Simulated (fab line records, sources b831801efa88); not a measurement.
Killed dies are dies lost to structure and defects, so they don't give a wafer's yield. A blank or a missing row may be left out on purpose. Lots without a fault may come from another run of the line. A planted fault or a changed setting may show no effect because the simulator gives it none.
Problem report in the 8D (eight disciplines) form, filled by code | flow sfq_line | the parts of the form that need people (team, actions taken, sign-off) are left out

1. THE PROBLEM
heater_power_total_W at SFQ_TRILAYER_I7_VIA_LITHO_PEB_190 reads a mean of 95.38 W on 3 wafers of 2 lots; wafers without a fault read 79.15 W with a standard deviation of 0.067. That is +99 or more standard deviations from the usual mean.
The step: peb time 60 s.
First seen on wafer L244.1, day 90 02:52, on litho_track-02. The record holds 42 wafers of 14 lots with a number at this step. Rule for "out", or "out of limits": more than 4 standard deviations from the usual mean. The other wafers with a number count as sound.

2. WHAT IT IS AND WHAT IT IS NOT
question                    | is                     | is not
which readings at this step | heater_power_total_W   | -
which lots                  | L244, L245             | L229, L232, L233, L234, L236, L238, L240, L241, L246, L247, L249, L250
which wafers of those lots  | L244.1, L244.4, L245.1 | L244.6, L245.3, L245.6
read on which tools         | litho_track-02         | litho_track-01, litho_track-04
when                        | from day 90 02:52      | up to then (25 sound wafers); but 14 sound wafers of L245, L246, L247, L249, L250 came after

3. SUSPECTS, AND WHAT RULES EACH OUT
Counting: a tool at a process step up to the reading stays a suspect if it ran every lot that is out. Sound lots after the first of them don't rule it out here, since some wafers of a struck lot are sound.
- litho_track-02 at SFQ_TRILAYER_I7_VIA_LITHO_PEB_190 (peb time 60 s): kept. It ran every lot that is out, first L244 (day 90 02:52); its last sound lot up to then is L238 (day 86 00:40). Its own readings are out on those wafers: heater_power_total_W.
Left after counting: litho_track-02 at SFQ_TRILAYER_I7_VIA_LITHO_PEB_190.

4. THE CAUSE (what the simulator had put in)
Process parameter drift: litho_track-02, from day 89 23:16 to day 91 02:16, at SFQ_TRILAYER_I7_VIA_LITHO_PEB_190. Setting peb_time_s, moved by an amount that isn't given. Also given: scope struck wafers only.
Counting left only this tool.

5. THE CHAIN OF EFFECTS, in route order
Each row: a reading whose mean over the struck wafers that have a number lies more than 3 standard deviations from the usual. Only readings for which the record gives a usual standard deviation are gone through. hours: the time from each lot's start at the first step in this table that gives one to its start at this step, as a median over the lots. sigmas: the change in usual standard deviations.
hours | step                              | reading              | usual   | on struck wafers | change | sigmas
0     | SFQ_TRILAYER_I7_VIA_LITHO_PEB_190 | heater_power_total_W | 79.15 W | 95.38            | +16.23 | +99 or more
The process steps in it:
- SFQ_TRILAYER_I7_VIA_LITHO_PEB_190: peb time 60 s.

6. WHAT WOULD HAVE CAUGHT IT SOONER
In this record the first reading out of limits was taken at day 90 02:52, 4 hours after the fault began at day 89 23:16.
